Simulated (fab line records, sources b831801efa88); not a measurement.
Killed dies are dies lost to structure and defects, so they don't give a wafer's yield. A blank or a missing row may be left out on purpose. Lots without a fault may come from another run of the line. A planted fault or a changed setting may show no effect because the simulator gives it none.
One fault seen from 2 desks | flow gf180mcu | each desk has only its own numbers; what lay behind them comes last

THE TOOL OWNER'S DESK: cvd_w-01
The tool's own readings at GF_V1_CVD_23 (deposits W, target thk 350 nm, time 105.05 s): means of the sampled wafers that have a number, for each lot that ran on this tool. A lot is out of limits, marked OUT, if its mean lies more than 4 standard deviations from the usual mean; the brackets give that distance.
Columns: A = chamber_pressure_Torr at GF_V1_CVD_23, usual 40.01 Torr; B = heater_power_w at GF_V1_CVD_23, usual 869 W
lot  | first seen here | A               | B
L192 | day 20 09:23    | 40.04           | 815
L198 | day 22 04:53    | 36.44 (-41) OUT | 763
L199 | day 22 14:05    | 36.57 (-40) OUT | 770
L200 | day 23 05:29    | 36.51 (-40) OUT | 768
L209 | day 26 00:05    | 40.03           | 831
This desk's finding: out of limits on L198, L199, L200; first on L198, day 22 04:53 (chamber_pressure_Torr at GF_V1_CVD_23). In limits: L192, L209.

THE METROLOGY DESK
What the gauges read, lot by lot, whatever tool the lot ran on: means of the sampled wafers that have a number. A lot is out of limits, marked OUT, if its mean lies more than 4 standard deviations from the usual mean; the brackets give that distance.
Columns: A = cd_nm at GF_V1_CD_MEAS_14, usual 260.0 nm; B = V1_OVL at GF_V1_OVL_MEAS_15, usual 2 nm; C = V1_W_RS at GF_V1_RS_MEAS_24, usual 0.326 ohm/sq
lot  | first seen here | A     | B  | C
L192 | day 20 08:29    | 261.2 | 4  | 0.319
L193 | day 20 09:21    | 261.1 | 5  | 0.330
L198 | day 22 03:57    | 260.6 | 4  | 0.336
L199 | day 22 12:59    | 261.6 | 1  | 0.337
L200 | day 23 04:33    | 258.6 | 4  | 0.334
L201 | day 23 08:48    | 259.0 | 10 | 0.332
L209 | day 25 23:07    | 261.9 | 6  | 0.327
This desk's finding: nothing out of limits on any of the 7 lots.

PUT TOGETHER
The tool owner's desk could have raised an alarm at day 22 04:53, on L198, L199, L200.
The metrology desk saw nothing out of limits.
The metrology desk has L198, L199, L200 on record, within its limits.
Of the lots named, all ran GF_V1_CVD_23 on cvd_w-01.

WHAT THE SIMULATOR HAD PUT IN
Process parameter drift: cvd_w-01, from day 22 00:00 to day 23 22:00, at GF_V1_CVD_23. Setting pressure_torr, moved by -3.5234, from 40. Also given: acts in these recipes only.
Lots struck among those shown: L198, L199, L200.
Hours from the fault's start to each desk's first reading out of limits: the tool owner's desk, 5.
